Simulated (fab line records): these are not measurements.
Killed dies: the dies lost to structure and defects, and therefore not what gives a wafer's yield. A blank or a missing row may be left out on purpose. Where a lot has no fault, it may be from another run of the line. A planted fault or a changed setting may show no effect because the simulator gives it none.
One fault through the eyes of 2 desks -- flow sfq line -- only its own numbers are on each desk; what lay behind them is given at the end

== FROM THE METROLOGY DESK ==
What the gauges read, lot by lot, whatever tool the lot ran on: means of the sampled wafers that have a number. If a lot's mean is further than 4 standard deviations from the usual mean, the lot is out of limits and carries the mark OUT (the distance appears in the brackets).
Columns: A = I6_BOW at SFQ_I6_BOW_MEAS_941, usual 8 um; B = I6_OVL at SFQ_I6_OVL_MEAS_942, usual 1 nm
lot,first seen here,A,B
L224,day 61 17:36,15,-5
L226,day 61 20:44,-8,-6
L230,day 62 07:28,13,0
L238,day 73 08:31,16,-5
L242,day 74 17:50,-10,-3
Result from this desk: across the 5 lots, nothing is out of limits.

== DESK OF THE TOOL OWNER: litho track-01 ==
The tool's own readings at SFQ_TRILAYER_I6_VIA_LITHO_PEB_172 (peb time 60 s): means of the sampled wafers that have a number, for each lot that ran on this tool. If a lot's mean is further than 4 standard deviations from the usual mean, the lot is out of limits and carries the mark OUT (the distance appears in the brackets).
Columns: A = chill plate temp C at SFQ_TRILAYER_I6_VIA_LITHO_PEB_172, usual 23.01 C
lot,first seen here,A
L224,day 62 05:31,22.97
L226,day 62 09:07,22.93
L230,day 62 13:53,22.86
L238,day 73 11:47,22.88
Result from this desk: across the 4 lots, nothing is out of limits.

== TAKEN TOGETHER ==
Nothing out of limits was seen by the metrology desk.
Nothing out of limits was seen by the tool owner's desk.

== WHAT HAD BEEN PUT IN BY THE SIMULATOR ==
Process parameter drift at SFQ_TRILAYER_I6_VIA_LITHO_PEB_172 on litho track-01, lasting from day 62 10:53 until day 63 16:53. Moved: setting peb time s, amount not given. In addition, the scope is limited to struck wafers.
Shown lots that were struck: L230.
